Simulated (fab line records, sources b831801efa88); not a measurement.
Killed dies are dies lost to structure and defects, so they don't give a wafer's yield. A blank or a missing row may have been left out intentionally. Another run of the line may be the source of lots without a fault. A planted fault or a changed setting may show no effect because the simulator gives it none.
Code-filled problem report in 8D (eight disciplines) form :: flow sky130 :: the parts of the form that need people (team, actions taken, sign-off) are left out

== 1. PROBLEM STATEMENT ==
killed-at-front-end at SKY_PAD_OPEN_PROBE_99 reads a mean of 63 on 6 wafers of 2 lots; wafers without a fault read 15 with a standard deviation of 4.1. That puts it +12 standard deviations away from the usual mean.
First seen on wafer L864.1, day 48 08:08, on prober-01. The record holds 21 wafers of 7 lots with a number at this step. Rule for "out", or "out of limits": more than 4 standard deviations from the usual mean. All remaining wafers that have a number are taken as sound.

== 2. WHAT IT IS, AND WHAT IT ISN'T ==
question: which readings at this step
is: killed-at-front-end
is not: killed_at_M4_up, killed-at-contacts, killed-at-other, killed-on-rim, killed-open, killed-short

question: which lots
is: L864, L866
is not: L855, L859, L868, L869, L872

question: which wafers of those lots
is: all that have a number
is not: -

question: read on which tools
is: prober-01
is not: prober-02

question: when
is: from day 48 08:08
is not: up to then (6 sound wafers); but 9 sound wafers of L868, L869, L872 came after

== 3. SUSPECTS, AND WHAT RULES EACH OUT ==
Counting: a tool at any process step up to the reading remains a suspect when it ran all the lots that are out and ran no sound lot after the first of those.
- wet-bench-02 at SKY_SONOS_TUNNEL_STRIP_11 (strips in SPM, time 600 s): kept. It ran every lot that is out, first L864 (day 14 13:23), and no sound lot after that; its last sound lot up to then is L859 (day 12 17:02).
- pvd-sputter-03 at SKY_METAL4_SPUTTER_04 (material TiN, target thk 70 nm, time 58.3 s): kept. It ran every lot that is out, first L864 (day 42 13:34), and no sound lot after that; its last sound lot up to then is L855 (day 39 23:29).
- prober-01 at SKY_PAD_OPEN_PROBE_99: ruled out as a lasting fault. Following L864 (day 48 08:08), the first lot on it that is out, the sound lots L868, L872 were run on it.
What counting leaves: wet-bench-02 at SKY_SONOS_TUNNEL_STRIP_11 and pvd-sputter-03 at SKY_METAL4_SPUTTER_04.

== 4. THE CAUSE (what the simulator had put in) ==
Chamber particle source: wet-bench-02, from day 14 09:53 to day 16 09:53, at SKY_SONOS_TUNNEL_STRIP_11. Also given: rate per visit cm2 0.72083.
Counting leaves 2 suspects; this tool is one of them.

== 5. THE CHAIN OF EFFECTS, in route order ==
Each row: a reading where the mean over the struck wafers with a number is more than 3 standard deviations away from the usual. Only readings whose record carries a usual standard deviation are examined. hours: median over the lots of the time between each lot's start at the first step of this table that gives one and its start at this step. sigmas: the change, counted in usual standard deviations.
hours: 0
step: SKY_PAD_OPEN_PROBE_99
reading: killed-at-front-end
usual: 15
on struck wafers: 63
change: +48
sigmas: +12

hours: 0
step: SKY_PAD_OPEN_PROBE_99
reading: killed-dies
usual: 86
on struck wafers: 127
change: +41
sigmas: +4.6
The process steps in it:
- SKY_PAD_OPEN_PROBE_99

== 6. WHAT WOULD HAVE CAUGHT IT SOONER ==
The fault began at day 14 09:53; the first out-of-limits reading in this record came at day 48 08:08, 814 hours later.
By day 48 08:08 the whole set of lots that are out, 2 in number, had already begun SKY_SONOS_TUNNEL_STRIP_11 on wet-bench-02. Holding the tool at that point would not have protected any of them.
